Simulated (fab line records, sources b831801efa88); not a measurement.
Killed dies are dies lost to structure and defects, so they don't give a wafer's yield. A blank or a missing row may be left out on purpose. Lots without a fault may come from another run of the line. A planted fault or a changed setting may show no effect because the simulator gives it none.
fab line records | flow sky130
record lots=24 wafers=72 last_day=50
route steps=708 shown LOCAL_INTERCONNECT@399 CONTACT@407 METAL1@440 METAL2@483 VIA2@531 METAL3@535
lots that met no fault: from a run of the same line without faults
start_h: hours from the record's first day to the start of the lot's first wafer shown | wait_h: hours since the lot's step before | " the same as in the row above | L1.1+2: a row that stands for several wafers | - no value, or no start given | * or withheld: withheld | < > ~ a bound
route shown NAME@n: a module of which the file shows steps, and the number in the route of the first | usual: mean/standard deviation of fault-free wafers | same: alike in all rows | chamber/n: place in a boat | sites: the reading at each site | _std_site: their standard deviation | _edge_site: outer sites' mean less inner sites' | radius_mm: how far each site lies from the wafer's centre | mask NAME#n: copy n | behind: the tool/chamber that last shaped the wafer | hold: why the lot was held/for how many hours/how that ended | device: the transistor (n, p or np) that didn't switch | end of line: the same wafers' tests at the end of the route | a step without rows: its recipe alone | killed: dies lost to structure and defects at the first sort, not the wafer's yield | map: a wafer's dies, x killed, . not, _ none there
set.NAME: the setting as run; set.NAME@STEP: as run at that earlier step | model.NAME: the simulator's own value behind a step, which no gauge read
steps of the route over a sample of lots; a table a step, a row a wafer
services: from which hour (start_h, from the record's first day; less than 0 if before it) a tool's chamber was out of use, for how many hours, and why
## steps
# step SKY_LOCAL_INTERCONNECT_OVL_MEAS_12
# usual LOCAL_INTERCONNECT_OVL=-3/4.7
# columns lot.wafer tool chamber start_h wait_h LOCAL_INTERCONNECT_OVL[nm]
L074.1 overlay-02 - 709.45 0.1 -8
L074.5 " - " " -4
L074.6 " - " " -6
L075.3 overlay-02 - 715.86 0.1 3
L075.4 " - " " -1
L075.5 " - " " 2
L076.2 overlay-02 - 723.56 0.1 -11
L076.5 " - " " -3
L076.6 " - " " -2
L077.1 overlay-01 - 728.55 0.1 -12
L077.2 " - " " -9
L077.4 " - " " -8
L078.1 overlay-01 - 740.87 0.1 7
L078.2 " - " " 2
L078.4 " - " " 2
L079.1 overlay-02 - 746.20 0.1 0
L079.4 " - " " -6
L079.5 " - " " 1
L080.1 overlay-01 - 755.31 0.1 -8
L080.2 " - " " -9
L080.5 " - " " -4
L081.2 overlay-02 - 767.23 0.1 -5
L081.3 " - " " -4
L081.5 " - " " 0
L082.1 overlay-01 - 775.20 0.1 6
L082.2 " - " " 1
L082.4 " - " " 9
L083.1 overlay-01 - 786.53 0.1 -3
L083.4 " - " " 0
L083.6 " - " " -2
L084.4 overlay-02 - 787.27 0.1 -6
L084.5 " - " " -6
L084.6 " - " " -5
L085.1 overlay-02 - 796.57 0.1 -8
L085.2 " - " " -4
L085.6 " - " " -12
L086.2 overlay-01 - 800.63 0.1 -7
L086.4 " - " " -1
L086.5 " - " " -1
L087.1 overlay-01 - 805.17 0.1 0
L087.3 " - " " -3
L087.4 " - " " -4
L088.1 overlay-02 - 823.57 0.1 -10
L088.2 " - " " -10
L088.3 " - " " -10
L089.3 overlay-01 - 834.61 0.1 -7
L089.5 " - " " -6
L089.6 " - " " -3
L090.3 overlay-01 - 835.38 0.1 -3
L090.5 " - " " -2
L090.6 " - " " -7
L091.1 overlay-01 - 842.42 0.1 4
L091.3 " - " " -1
L091.6 " - " " 2
L092.3 overlay-02 - 850.26 0.1 -3
L092.5 " - " " -1
L092.6 " - " " 1
L093.1 overlay-01 - 853.28 0.1 -1
L093.3 " - " " -8
L093.4 " - " " -7
L094.1 overlay-02 - 864.00 0.1 -1
L094.3 " - " " 0
L094.6 " - " " -4
L095.1 overlay-02 - 865.92 0.1 -4
L095.4 " - " " -4
L095.5 " - " " -5
L096.2 overlay-02 - 871.98 0.1 -8
L096.3 " - " " -4
L096.6 " - " " -14
L097.3 overlay-01 - 874.38 0.1 -5
L097.4 " - " " -13
L097.6 " - " " -8
# step SKY_CONTACT_THK_MEAS_01
# recipe reads=Si3N4_of_CONTACT_CVD_00
# usual CONTACT_CVD_00_THK=74.8/1
# columns lot.wafer tool chamber start_h wait_h CONTACT_CVD_00_THK[nm]
L074.1 film_metro-03 - 710.41 - 74.7
L074.5 " - " " 75.3
L074.6 " - " " 75.3
L075.3 film_metro-04 - 716.69 - 74.9
L075.4 " - " " 75.0
L075.5 " - " " 74.4
L076.2 film_metro-03 - 724.34 - 74.0
L076.5 " - " " 74.7
L076.6 " - " " 75.2
L077.1 film_metro-01 - 729.33 - 74.2
L077.2 " - " " 73.9
L077.4 " - " " 76.1
L078.1 film_metro-03 - 741.65 - 75.1
L078.2 " - " " 75.3
L078.4 " - " " 76.5
L079.1 film_metro-01 - 747.02 - 73.8
L079.4 " - " " 74.9
L079.5 " - " " 76.2
L080.1 film_metro-04 - 756.09 - 75.7
L080.2 " - " " 75.8
L080.5 " - " " 76.2
L081.2 film_metro-03 - 768.01 - 74.3
L081.3 " - " " 74.7
L081.5 " - " " 75.3
L082.1 film_metro-01 - 775.98 - 74.9
L082.2 " - " " 74.2
L082.4 " - " " 76.0
L083.1 film_metro-04 - 787.34 - 74.2
L083.4 " - " " 75.7
L083.6 " - " " 76.3
L084.4 film_metro-04 - 788.10 - 75.1
L084.5 " - " " 75.6
L084.6 " - " " 75.1
L085.1 film_metro-03 - 797.35 - 75.4
L085.2 " - " " 74.1
L085.6 " - " " 75.6
L086.2 film_metro-01 - 801.41 - 74.1
L086.4 " - " " 75.8
L086.5 " - " " 74.9
L087.1 film_metro-01 - 805.95 - 75.5
L087.3 " - " " 75.3
L087.4 " - " " 75.6
L088.1 film_metro-03 - 824.35 - 72.8
L088.2 " - " " 74.2
L088.3 " - " " 73.1
L089.3 film_metro-04 - 835.40 - 73.9
L089.5 " - " " 74.2
L089.6 " - " " 75.1
L090.3 film_metro-01 - 836.19 - 73.1
L090.5 " - " " 74.4
L090.6 " - " " 74.8
L091.1 film_metro-01 - 843.24 - 75.3
L091.3 " - " " 74.4
L091.6 " - " " 76.7
L092.3 film_metro-01 - 851.07 - 74.8
L092.5 " - " " 74.7
L092.6 " - " " 73.2
L093.1 film_metro-03 - 854.10 - 74.6
L093.3 " - " " 74.1
L093.4 " - " " 74.6
L094.1 film_metro-01 - 864.90 - 73.6
L094.3 " - " " 73.7
L094.6 " - " " 75.4
L095.1 film_metro-04 - 866.82 - 74.0
L095.4 " - " " 75.9
L095.5 " - " " 74.5
L096.2 film_metro-04 - 872.76 - 74.8
L096.3 " - " " 74.1
L096.6 " - " " 75.7
L097.3 film_metro-04 - 875.18 - 74.5
L097.4 " - " " 74.2
L097.6 " - " " 74.5
# step SKY_METAL1_THK_MEAS_06
# recipe thk_meas_gauge=xrf reads=AlCu_of_METAL1_SPUTTER_02
# usual METAL1_ALCU_THK=249/3.7
# columns lot.wafer tool chamber start_h wait_h METAL1_ALCU_THK[nm]
L074.1 film_metro-01 - 740.21 0.1 250
L074.5 " - " " 249
L074.6 " - " " 249
L075.3 film_metro-03 - 746.83 0.1 253
L075.4 " - " " 252
L075.5 " - " " 255
L076.2 film_metro-02 - 754.05 0.1 244
L076.5 " - " " 244
L076.6 " - " " 245
L077.1 film_metro-02 - 758.94 0.1 247
L077.2 " - " " 246
L077.4 " - " " 251
L078.1 film_metro-03 - 770.75 0.1 250
L078.2 " - " " 254
L078.4 " - " " 256
L079.1 film_metro-02 - 776.54 0.1 253
L079.4 " - " " 247
L079.5 " - " " 252
L080.1 film_metro-01 - 784.89 0.1 252
L080.2 " - " " 256
L080.5 " - " " 247
L081.2 film_metro-03 - 796.61 0.1 247
L081.3 " - " " 248
L081.5 " - " " 251
L082.1 film_metro-02 - 805.09 0.1 251
L082.2 " - " " 254
L082.4 " - " " 251
L083.1 film_metro-01 - 816.67 0.1 247
L083.4 " - " " 245
L083.6 " - " " 248
L084.4 film_metro-03 - 817.65 0.1 252
L084.5 " - " " 256
L084.6 " - " " 253
L085.1 film_metro-01 - 825.78 0.1 250
L085.2 " - " " 250
L085.6 " - " " 251
L086.2 film_metro-01 - 829.52 0.1 253
L086.4 " - " " 250
L086.5 " - " " 250
L087.1 film_metro-02 - 834.95 0.1 251
L087.3 " - " " 248
L087.4 " - " " 250
L088.1 film_metro-03 - 852.51 0.1 253
L088.2 " - " " 252
L088.3 " - " " 252
L089.3 film_metro-02 - 863.77 0.1 247
L089.5 " - " " 244
L089.6 " - " " 247
L090.3 film_metro-03 - 864.46 0.1 248
L090.5 " - " " 252
L090.6 " - " " 249
L091.1 film_metro-03 - 872.32 0.1 248
L091.3 " - " " 250
L091.6 " - " " 255
L092.3 film_metro-03 - 879.21 0.1 248
L092.5 " - " " 247
L092.6 " - " " 251
L093.1 film_metro-02 - 882.40 0.1 240
L093.3 " - " " 244
L093.4 " - " " 241
L094.1 film_metro-02 - 892.64 0.1 246
L094.3 " - " " 241
L094.6 " - " " 247
L095.1 film_metro-01 - 893.80 0.1 254
L095.4 " - " " 250
L095.5 " - " " 254
L096.2 film_metro-03 - 901.10 0.1 248
L096.3 " - " " 248
L096.6 " - " " 246
L097.3 film_metro-01 - 903.27 0.1 245
L097.4 " - " " 247
L097.6 " - " " 246
# step SKY_METAL2_SPUTTER_00
# recipe material=Ti target_thk_nm=15 power_w=3000 time_s=10 chamber_pressure_pa=0.4
# usual throttle_valve_pct=30.7/1.2
# columns lot.wafer tool chamber start_h wait_h throttle_valve_pct
L074.1 pvd_sputter-04 - 796.99 0.1 30.9
L074.5 " - " " 30.8
L074.6 " - " " 31.2
L075.3 pvd_sputter-03 - 803.67 0.1 33.2
L075.4 " - " " 29.5
L075.5 " - " " 32.8
L076.2 pvd_sputter-01 - 810.23 0.1 32.2
L076.5 " - " " 29.5
L076.6 " - " " 32.0
L077.1 pvd_sputter-03 - 815.47 0.2 33.0
L077.2 " - " " 29.6
L077.4 " - " " 30.9
L078.1 pvd_sputter-01 - 826.41 0.2 29.9
L078.2 " - " " 32.0
L078.4 " - " " 29.6
L079.1 pvd_sputter-03 - 832.90 0.2 33.2
L079.4 " - " " 29.6
L079.5 " - " " 33.3
L080.1 pvd_sputter-03 - 840.54 0.1 29.6
L080.2 " - " " 33.0
L080.5 " - " " 29.6
L081.2 pvd_sputter-04 - 851.91 0.2 30.6
L081.3 " - " " 30.3
L081.5 " - " " 30.9
L082.1 pvd_sputter-03 - 860.41 0.1 29.5
L082.2 " - " " 29.6
L082.4 " - " " 33.2
L083.1 pvd_sputter-01 - 872.60 0.1 30.3
L083.4 " - " " 29.9
L083.6 " - " " 29.8
L084.4 pvd_sputter-03 - 872.99 0.1 29.7
L084.5 " - " " 31.3
L084.6 " - " " 32.8
L085.1 pvd_sputter-04 - 880.11 0.1 30.1
L085.2 " - " " 30.9
L085.6 " - " " 31.2
L086.2 pvd_sputter-04 - 884.08 0.2 30.9
L086.4 " - " " 30.7
L086.5 " - " " 30.5
L087.1 pvd_sputter-03 - 889.62 0.2 29.7
L087.3 " - " " 31.0
L087.4 " - " " 32.8
L088.1 pvd_sputter-03 - 907.92 0.2 29.5
L088.2 " - " " 31.2
L088.3 " - " " 33.2
L089.3 pvd_sputter-03 - 918.53 0.1 33.0
L089.5 " - " " 31.2
L089.6 " - " " 33.1
L090.3 pvd_sputter-04 - 919.07 0.1 29.3
L090.5 " - " " 30.3
L090.6 " - " " 29.0
L091.1 pvd_sputter-04 - 925.22 0.1 30.4
L091.3 " - " " 30.9
L091.6 " - " " 29.0
L092.3 pvd_sputter-03 - 931.02 0.2 29.4
L092.5 " - " " 33.1
L092.6 " - " " 31.1
L093.1 pvd_sputter-04 - 935.62 0.1 28.9
L093.3 " - " " 30.4
L093.4 " - " " 30.8
L094.1 pvd_sputter-04 - 945.27 0.2 30.5
L094.3 " - " " 29.2
L094.6 " - " " 30.7
L095.1 pvd_sputter-03 - 946.15 0.2 33.1
L095.4 " - " " 29.5
L095.5 " - " " 29.9
L096.2 pvd_sputter-04 - 953.67 0.2 31.0
L096.3 " - " " 29.1
L096.6 " - " " 29.3
L097.3 pvd_sputter-03 - 956.20 0.2 33.0
L097.4 " - " " 31.3
L097.6 " - " " 29.4
# step SKY_VIA2_CMP_24
# recipe stop_on=SiO2 t_overpolish_s=20 down_force_psi=3.5 platen_rpm=60 target_thk_nm=0 pad_velocity_m_s=0.94248
# usual motor_current_A=11.1/1.2 overpolish_run_s=19.999/0.0094 time_to_endpoint_s=100/3.1
# columns lot.wafer tool chamber start_h wait_h motor_current_A overpolish_run_s time_to_endpoint_s
L074.1 cmp-01 2 852.48 0.2 9.6 19.997 97
L074.5 " 3 " " 9.7 19.990 103
L074.6 " 0 " " 10.9 19.992 97
L075.4 cmp-01 2 859.21 0.1 9.6 19.992 102
L075.3 " 3 " " 10.1 19.995 99
L075.5 " 1 " " 11.0 19.995 98
L076.2 cmp-01 2 865.88 0.0 10.0 19.990 99
L076.5 " 2 " " 9.9 19.995 99
L076.6 " 3 " " 10.1 19.992 105
L077.4 cmp-02 1 871.38 0.0 12.7 19.992 100
L077.1 " 2 " " 10.6 20.000 98
L077.2 " 0 " " 9.8 19.990 101
L078.1 cmp-02 2 881.72 0.1 10.4 20.010 97
L078.2 " 3 " " 12.8 19.984 96
L078.4 " 0 " " 10.1 20.011 99
L079.1 cmp-02 0 887.57 0.1 9.7 19.991 98
L079.4 " 1 " " 12.0 19.984 93
L079.5 " 1 " " 12.5 20.004 96
L080.1 cmp-01 3 894.94 0.1 9.5 19.989 100
L080.2 " 2 " " 9.7 20.030 98
L080.5 " 0 " " 10.5 19.989 99
L081.2 cmp-02 3 906.09 0.1 12.8 19.987 98
L081.3 " 0 " " 9.9 20.005 101
L081.5 " 2 " " 10.8 20.004 95
L082.2 cmp-02 2 914.51 0.3 10.7 19.998 98
L082.1 " 3 " " 13.3 20.001 96
L082.4 " 0 " " 9.6 19.993 101
L083.1 cmp-01 2 926.92 0.1 10.1 19.993 104
L083.4 " 3 " " 10.3 19.997 101
L083.6 " 1 " " 11.6 19.998 101
L084.4 cmp-02 3 927.00 0.1 13.0 20.007 94
L084.5 " 2 " " 10.3 20.015 100
L084.6 " 3 " " 13.1 19.988 95
L085.2 cmp-02 2 933.84 0.0 10.2 19.996 96
L085.1 " 3 " " 13.0 19.996 95
L085.6 " 2 " " 10.7 19.987 100
L086.4 cmp-02 0 937.24 0.0 9.5 19.996 98
L086.2 " 3 " " 12.8 20.005 97
L086.5 " 1 " " 11.6 20.015 99
L087.1 cmp-01 3 942.54 0.1 10.0 20.015 101
L087.3 " 1 " " 11.1 19.988 100
L087.4 " 2 " " 9.8 19.984 101
L088.1 cmp-02 1 960.31 0.1 12.1 20.012 101
L088.3 " 3 " " 12.8 20.000 96
L088.2 " 0 " " 10.0 19.995 99
L089.3 cmp-02 0 970.63 0.1 9.9 20.013 98
L089.6 " 3 " " 13.8 20.010 98
L089.5 " 0 " " 9.9 19.982 104
L090.3 cmp-02 1 971.57 0.2 12.7 19.987 105
L090.5 " 2 " " 10.5 20.009 106
L090.6 " 3 " " 13.3 20.001 93
L091.3 cmp-02 3 976.52 0.1 13.4 20.000 96
L091.1 " 1 " " 12.0 20.004 102
L091.6 " 3 " " 13.0 20.007 98
L092.3 cmp-02 1 982.47 0.1 12.5 20.002 103
L092.6 " 3 " " 12.6 20.007 98
L092.5 " 0 " " 9.9 20.001 99
L093.1 cmp-02 1 986.44 0.1 12.9 19.983 101
L093.3 " 2 " " 9.9 20.003 101
L093.4 " 3 " " 12.5 19.995 101
L094.3 cmp-01 1 995.49 0.1 11.5 20.018 103
L094.1 " 3 " " 9.6 20.006 98
L094.6 " 0 " " 10.9 19.997 100
L095.4 cmp-01 2 997.18 0.0 9.6 20.008 106
L095.1 " 0 " " 10.8 20.006 104
L095.5 " 2 " " 9.8 20.011 105
L096.2 cmp-01 3 1004.94 0.1 10.3 20.008 99
L096.3 " 0 " " 10.4 20.008 102
L096.6 " 2 " " 9.6 19.990 100
L097.4 cmp-02 2 1005.48 0.1 10.8 19.996 97
L097.3 " 3 " " 14.1 19.993 99
L097.6 " 0 " " 10.1 19.993 102
# step SKY_METAL3_SPUTTER_03
# recipe material=Ti target_thk_nm=5 power_w=3000 time_s=3.3 chamber_pressure_pa=0.4
# usual throttle_valve_pct=30.6/1
# columns lot.wafer tool chamber start_h wait_h throttle_valve_pct
L074.1 pvd_sputter-03 - 852.72 0.0 33.1
L074.5 " - " " 33.0
L074.6 " - " " 29.6
L075.3 pvd_sputter-02 - 859.55 0.0 30.2
L075.4 " - " " 29.6
L075.5 " - " " 32.3
L076.2 pvd_sputter-04 - 866.27 0.0 30.3
L076.5 " - " " 30.6
L076.6 " - " " 29.2
L077.1 pvd_sputter-04 - 871.76 0.0 30.7
L077.2 " - " " 28.9
L077.4 " - " " 30.9
L078.1 pvd_sputter-04 - 882.11 0.0 30.4
L078.2 " - " " 30.4
L078.4 " - " " 28.6
L079.1 pvd_sputter-02 - 887.96 0.0 30.0
L079.4 " - " " 30.0
L079.5 " - " " 31.3
L080.1 pvd_sputter-02 - 895.33 0.0 31.4
L080.2 " - " " 32.0
L080.5 " - " " 30.1
L081.2 pvd_sputter-02 - 906.38 0.0 29.8
L081.3 " - " " 30.4
L081.5 " - " " 30.2
L082.1 pvd_sputter-02 - 914.90 0.0 29.5
L082.2 " - " " 32.2
L082.4 " - " " 30.2
L083.1 pvd_sputter-04 - 927.21 0.0 30.9
L083.4 " - " " 30.4
L083.6 " - " " 30.8
L084.4 pvd_sputter-02 - 927.35 0.0 32.1
L084.5 " - " " 30.2
L084.6 " - " " 31.4
L085.1 pvd_sputter-02 - 934.22 0.0 29.5
L085.2 " - " " 31.3
L085.6 " - " " 31.8
L086.2 pvd_sputter-04 - 937.63 0.0 29.3
L086.4 " - " " 30.8
L086.5 " - " " 30.1
L087.1 pvd_sputter-02 - 942.92 0.0 29.5
L087.3 " - " " 31.5
L087.4 " - " " 32.3
L088.1 pvd_sputter-04 - 960.70 0.0 31.0
L088.2 " - " " 29.1
L088.3 " - " " 30.2
L089.3 pvd_sputter-04 - 970.97 0.0 29.2
L089.5 " - " " 30.7
L089.6 " - " " 29.2
L090.3 pvd_sputter-04 - 971.81 0.0 30.5
L090.5 " - " " 31.0
L090.6 " - " " 30.7
L091.1 pvd_sputter-03 - 976.86 0.0 29.5
L091.3 " - " " 33.3
L091.6 " - " " 29.5
L092.3 pvd_sputter-04 - 982.76 0.0 30.6
L092.5 " - " " 30.9
L092.6 " - " " 30.8
L093.1 pvd_sputter-03 - 986.82 0.0 30.6
L093.3 " - " " 29.4
L093.4 " - " " 29.2
L094.1 pvd_sputter-03 - 995.82 0.0 33.0
L094.3 " - " " 31.0
L094.6 " - " " 31.0
L095.1 pvd_sputter-04 - 997.56 0.0 30.8
L095.4 " - " " 30.2
L095.5 " - " " 29.1
L096.2 pvd_sputter-04 - 1005.22 0.0 28.9
L096.3 " - " " 31.0
L096.6 " - " " 30.2
L097.3 pvd_sputter-03 - 1005.77 0.0 33.0
L097.4 " - " " 31.3
L097.6 " - " " 30.0
## services
# columns tool chamber start_h hours kind
pvd_sputter-03 - 775.04 1.3 repair
cmp-02 - 810.78 4.0 pm
cmp-02 - 814.78 - consumable_replace:conditioner
cmp-02 - 820.42 0.6 repair
pvd_sputter-02 - 854.54 4.9 repair
pvd_sputter-03 - 879.64 4.4 repair
pvd_sputter-04 2 882.18 - consumable_replace:kit
pvd_sputter-04 2 882.18 18.0 scheduled_down
pvd_sputter-04 2 882.18 18.0 vent_cycle
pvd_sputter-03 - 883.67 0.6 repair
pvd_sputter-01 - 894.88 70.8 repair
cmp-01 - 909.97 4.5 pm
cmp-01 - 914.47 4.0 pm
cmp-01 - 921.49 1.1 repair
pvd_sputter-03 3 949.36 - consumable_replace:kit
pvd_sputter-03 3 949.36 18.0 scheduled_down
pvd_sputter-03 3 949.36 18.0 vent_cycle
cmp-02 - 960.90 3.4 repair
cmp-01 - 966.32 6.6 pm
pvd_sputter-04 - 983.36 7.5 repair
pvd_sputter-03 - 993.22 1.9 repair
pvd_sputter-04 1 996.09 - consumable_replace:kit
pvd_sputter-04 1 996.09 18.0 scheduled_down
pvd_sputter-04 1 996.09 18.0 vent_cycle
## key
fault none
